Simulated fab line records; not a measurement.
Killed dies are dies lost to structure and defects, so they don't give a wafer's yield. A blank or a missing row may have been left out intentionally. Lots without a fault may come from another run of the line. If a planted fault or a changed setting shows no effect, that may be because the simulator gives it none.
Chamber matching :: flow sky130 :: 4 sister chambers for SKY_VIA2_ETCH_15 on rie diel-02
The step etches SiO2 in C4F8/O2/Ar, stops on TiN, target depth 546 nm, time 84 s. 4 wafers are shown with their chamber, then 7 later ones without.

== EACH WAFER AND ITS CHAMBER ==
wafer: L688.2
chamber: 1
bias w (W): 1205

wafer: L691.1
chamber: 3
bias w (W): 1199

wafer: L693.1
chamber: 2
bias w (W): 1200

wafer: L693.2
chamber: 0
bias w (W): 1197

== WAFERS WITHOUT THEIR CHAMBER ==
wafer: L693.6
bias w (W): 1196

wafer: L689.3
bias w (W): 1200

wafer: L689.4
bias w (W): 1197

wafer: L689.5
bias w (W): 1204

wafer: L694.2
bias w (W): 1194

wafer: L694.3
bias w (W): 1199

wafer: L694.5
bias w (W): 1193

== CHAMBER TAKEN BY EACH ==
wafer: L693.6
from the rows above: can't be placed: 0 or 3 or 2
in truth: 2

wafer: L689.3
from the rows above: can't be placed: 2 or 3 or 0
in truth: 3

wafer: L689.4
from the rows above: can't be placed: 0 or 3 or 2
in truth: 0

wafer: L689.5
from the rows above: can't be placed: 1 or 2
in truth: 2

wafer: L694.2
from the rows above: can't be placed: 0 or 3 or 2
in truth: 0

wafer: L694.3
from the rows above: can't be placed: 3 or 2 or 0
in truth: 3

wafer: L694.5
from the rows above: can't be placed: 0 or 3 or 2
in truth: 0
Placed correctly: 0 of 7. Not placeable from these rows: 7 (in 7, the candidates include the true chamber). 0 placed wrongly.
How it was worked out, from the rows above alone: a wafer's distance from a chamber is the root of the sum, over the readings, of the square of ((its reading less the chamber's mean) divided by the reading's scatter). The wafer belongs to the nearest chamber; if the next one is less than 2 further off, it can't be placed. Each chamber's mean is taken over the wafers shown for it. The scatter (one wafer shown for each chamber): square how far every hidden wafer sits from the nearest shown wafer, average those squares and take the square root.
